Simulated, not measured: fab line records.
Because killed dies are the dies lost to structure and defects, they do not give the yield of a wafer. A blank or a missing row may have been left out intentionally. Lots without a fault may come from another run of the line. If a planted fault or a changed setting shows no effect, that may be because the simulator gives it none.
The tool behind it: which one? | flow gf180mcu | Sampling: 11 lots, 33 wafers, 6 of 602 route steps

## WHAT THE GAUGES READ, wafer by wafer
GF_TOP_METAL_RS_MEAS_05: uses a four-point probe to measure.
lot  | measured     | on            | TOP_METAL_ALCU_RS (ohm/sq)
L564 | day 27 05:05 | film-metro-01 | 0.0328 0.03319 0.03274
L565 | day 27 15:07 | film-metro-04 | 0.0331 0.03317 0.03312
L574 | day 30 11:23 | film-metro-03 | 0.03277 0.03729 0.03312
L575 | day 30 16:40 | film-metro-01 | 0.03666 0.03679 0.03247
L576 | day 31 00:22 | film-metro-03 | 0.03276 0.03239 0.03276
L579 | day 31 23:20 | film-metro-04 | 0.03269 0.03254 0.03259
L582 | day 32 14:19 | film-metro-01 | 0.03267 0.03284 0.03277
L583 | day 32 16:38 | film-metro-01 | 0.03323 0.03326 0.0333
L584 | day 32 23:37 | film-metro-03 | 0.03281 0.03275 0.03297
L585 | day 33 05:16 | film-metro-01 | 0.03316 0.03267 0.03302
L587 | day 33 14:35 | film-metro-01 | 0.03273 0.03289 0.03284

GF_TOP_METAL_THK_MEAS_06: measures by xrf.
lot  | measured     | on            | TOP_METAL_ALCU_THK (nm)
L564 | day 27 05:10 | film-metro-01 | 913 903 914
L565 | day 27 15:14 | film-metro-04 | 915 914 914
L574 | day 30 11:30 | film-metro-03 | 906 800 894
L575 | day 30 16:47 | film-metro-01 | 815 809 917
L576 | day 31 00:29 | film-metro-03 | 909 921 908
L579 | day 31 23:28 | film-metro-04 | 923 924 926
L582 | day 32 14:25 | film-metro-01 | 918 907 916
L583 | day 32 16:45 | film-metro-01 | 901 900 897
L584 | day 32 23:43 | film-metro-03 | 902 905 904
L585 | day 33 05:22 | film-metro-01 | 898 915 908
L587 | day 33 14:43 | film-metro-01 | 909 910 906

## WHICH TOOL RAN EACH LOT (tool, then ch and the chambers of the sampled wafers, then the start)
lot  | GF_V3_CVD_23                  | GF_V4_CMP_04                  | GF_V4_CVD_23                  | GF_TOP_METAL_SPUTTER_02
L564 | cvd-w-02 ch 0,1, day 22 08:25 | cmp-02 ch 2,3, day 23 09:05   | cvd-w-01 ch 0,1, day 24 09:04 | pvd-sputter-01, day 27 04:56
L565 | cvd-w-01 ch 0,1, day 22 18:47 | cmp-01 ch 1,3, day 23 19:29   | cvd-w-02 ch 0,1, day 24 19:49 | pvd-sputter-04, day 27 15:02
L574 | cvd-w-01 ch 0,1, day 26 00:12 | cmp-01 ch 1,2,3, day 26 23:20 | cvd-w-01 ch 0,1, day 27 20:43 | pvd-sputter-01, day 30 11:17
L575 | cvd-w-01 ch 0,1, day 26 08:26 | cmp-02 ch 1,2, day 27 06:23   | cvd-w-02 ch 0,1, day 28 03:25 | pvd-sputter-01, day 30 16:34
L576 | cvd-w-01 ch 0,1, day 26 15:53 | cmp-01 ch 1,3, day 27 13:35   | cvd-w-02 ch 0,1, day 28 11:31 | pvd-sputter-02, day 31 00:16
L579 | cvd-w-02 ch 0,1, day 27 19:26 | cmp-02 ch 1,2,3, day 28 16:47 | cvd-w-01 ch 0,1, day 29 13:31 | pvd-sputter-02, day 31 23:15
L582 | cvd-w-01 ch 0,1, day 28 13:04 | cmp-02 ch 1,2,3, day 29 10:04 | cvd-w-02 ch 0,1, day 30 05:47 | pvd-sputter-02, day 32 14:12
L583 | cvd-w-02 ch 0,1, day 28 15:46 | cmp-02 ch 1,2, day 29 12:53   | cvd-w-01 ch 1, day 30 08:59   | pvd-sputter-04, day 32 16:32
L584 | cvd-w-02 ch 0,1, day 28 22:02 | cmp-01 ch 0,1,2, day 29 19:08 | cvd-w-02 ch 0,1, day 30 14:52 | pvd-sputter-02, day 32 23:28
L585 | cvd-w-01 ch 0,1, day 29 07:14 | cmp-02 ch 0,1,3, day 30 04:04 | cvd-w-02 ch 0,1, day 30 23:22 | pvd-sputter-04, day 33 05:09
L587 | cvd-w-01 ch 0,1, day 29 17:12 | cmp-02 ch 0,2,3, day 30 14:00 | cvd-w-02 ch 0,1, day 31 08:35 | pvd-sputter-04, day 33 14:30
- GF_V3_CVD_23: deposits W, target thk 350 nm, time 104.9 s.
- GF_V4_CMP_04: polishes SiO2.
- GF_V4_CVD_23: deposits W, target thk 350 nm, time 104.9 s.
- GF_TOP_METAL_SPUTTER_02: material AlCu, target thk 900 nm, time 47.82 s.

## AS READ BY THE TOOLS THEMSELVES (means over the sampled wafers that have a number; for cases with no such wafer, the mark the record gives instead)
GF_V3_CVD_23.
lot  | tool     | heater-power-w (W)
L564 | cvd-w-02 | 783
L565 | cvd-w-01 | 857
L574 | cvd-w-01 | 848
L575 | cvd-w-01 | 852
L576 | cvd-w-01 | 869
L579 | cvd-w-02 | 802
L582 | cvd-w-01 | 861
L583 | cvd-w-02 | 793
L584 | cvd-w-02 | 794
L585 | cvd-w-01 | 863
L587 | cvd-w-01 | 873

GF_V4_CMP_04.
lot  | tool   | motor-current-A (A) | slurry-flow-ml-min | time-to-endpoint-s (s)
L564 | cmp-02 | 12.8                | 149.7              | 84
L565 | cmp-01 | 11.4                | 149.4              | 83
L574 | cmp-01 | 12.2                | 149.8              | 80
L575 | cmp-02 | 13.2                | 150.0              | 78
L576 | cmp-01 | 11.7                | 150.2              | 85
L579 | cmp-02 | 13.1                | 149.6              | 82
L582 | cmp-02 | 13.0                | 150.3              | 84
L583 | cmp-02 | 13.4                | 150.0              | 78
L584 | cmp-01 | 12.7                | 149.9              | 77
L585 | cmp-02 | 11.9                | 149.6              | 85
L587 | cmp-02 | 12.1                | 150.0              | 80

GF_V4_CVD_23.
lot  | tool     | heater-power-w (W)
L564 | cvd-w-01 | 872
L565 | cvd-w-02 | 795
L574 | cvd-w-01 | 860
L575 | cvd-w-02 | 779
L576 | cvd-w-02 | 778
L579 | cvd-w-01 | 882
L582 | cvd-w-02 | 796
L583 | cvd-w-01 | 878
L584 | cvd-w-02 | 778
L585 | cvd-w-02 | 793
L587 | cvd-w-02 | 797

GF_TOP_METAL_SPUTTER_02.
lot  | tool           | throttle-valve-pct (%)
L564 | pvd-sputter-01 | 29.7
L565 | pvd-sputter-04 | 29.8
L574 | pvd-sputter-01 | 28.9
L575 | pvd-sputter-01 | 28.8
L576 | pvd-sputter-02 | 29.6
L579 | pvd-sputter-02 | 29.1
L582 | pvd-sputter-02 | 29.2
L583 | pvd-sputter-04 | 30.3
L584 | pvd-sputter-02 | 30.4
L585 | pvd-sputter-04 | 29.9
L587 | pvd-sputter-04 | 31.3

## THE ANSWER, worked out from the rows above alone
Rule: what is usual is taken from the lots themselves. The widest of any qualifying gaps counts: lots, ordered by their means at a reading, are off when they make up no more than a third of the lots, leave a main group of 4 or more, and stand apart from it by 3 or more times the standard deviation of that group's means. A main group whose means are all the same, to the digits that the tables above print for the reading, isn't used. A lot without any number at a reading at which 4 lots or more have one is off too. The other lots that the step has rows for count as sound. The gauges are gone through in route order, then the tools' own readings, and for those a lot's mean is taken as printed above. The first step at which some lot is off is used, and at that step the reading that is off furthest; a lot without a number counts as furthest.
Off: L574, L575, seen at GF_TOP_METAL_RS_MEAS_05 (TOP_METAL_ALCU_RS). For the main group the mean is 0.03288 ohm/sq and the standard deviation 0.0002.
If a tool, at a process step before that reading, ran all the lots that are off and no sound lot after the first of them, it fits. Gauges at GF_TOP_METAL_RS_MEAS_05: tried the same way as those tools. One fits: pvd-sputter-01 at GF_TOP_METAL_SPUTTER_02. Its last sound lot is L564 (day 27 04:56), its first lot that is off L574 (day 30 11:17): a fault that began between those two fits.

## WHAT WAS PUT IN BY THE SIMULATOR
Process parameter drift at GF_TOP_METAL_SPUTTER_02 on pvd-sputter-01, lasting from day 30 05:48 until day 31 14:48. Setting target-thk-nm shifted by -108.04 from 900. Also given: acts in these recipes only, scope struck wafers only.
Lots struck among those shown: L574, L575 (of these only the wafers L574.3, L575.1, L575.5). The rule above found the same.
